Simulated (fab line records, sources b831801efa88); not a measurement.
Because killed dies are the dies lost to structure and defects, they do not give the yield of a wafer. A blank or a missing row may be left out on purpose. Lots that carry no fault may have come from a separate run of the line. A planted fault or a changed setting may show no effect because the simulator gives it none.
Matching of chambers -- flow sky130 -- cmp-01 running SKY_VIA2_CMP_02: 4 sister chambers
The step polishes SiO2. 4 wafers are shown with their chamber, then 11 later ones without.

WAFERS PAIRED WITH THEIR CHAMBERS
wafer,chamber,motor-current-A (A)
L082.4,1,14.1
L088.1,2,10.7
L088.3,0,11.4
L089.3,3,11.1

WAFERS WHOSE CHAMBER IS MISSING
wafer,motor-current-A (A)
L089.5,11.4
L089.6,11.5
L093.2,11.2
L093.4,11.1
L093.6,11.0
L095.2,14.7
L095.4,10.8
L095.6,11.5
L096.1,11.7
L096.3,10.6
L096.4,11.0

EACH ONE'S CHAMBER
wafer,from the rows above,in truth
L089.5,can't be placed: 0 or 3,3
L089.6,can't be placed: 0 or 3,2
L093.2,can't be placed: 3 or 0 or 2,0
L093.4,can't be placed: 3 or 0 or 2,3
L093.6,can't be placed: 3 or 2 or 0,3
L095.2,1,1
L095.4,can't be placed: 2 or 3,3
L095.6,can't be placed: 0 or 3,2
L096.1,can't be placed: 0 or 3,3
L096.3,can't be placed: 2 or 3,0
L096.4,can't be placed: 3 or 2 or 0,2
Correctly placed: 1 of 11. Can't be placed from these rows: 10 (the true chamber is among the candidates in 7). Placed wrongly: 0.
How it was worked out, from the rows above alone: a wafer's distance from a chamber is the root of the sum, over the readings, of the square of ((its reading less the chamber's mean) divided by the reading's scatter). If the next closest chamber is less than 2 further off than the closest, the wafer can't be placed; otherwise it belongs to the closest. A chamber's mean is the mean of its shown wafers. The scatter (one wafer shown for each chamber): square how far every hidden wafer sits from the nearest shown wafer, average those squares and take the square root.
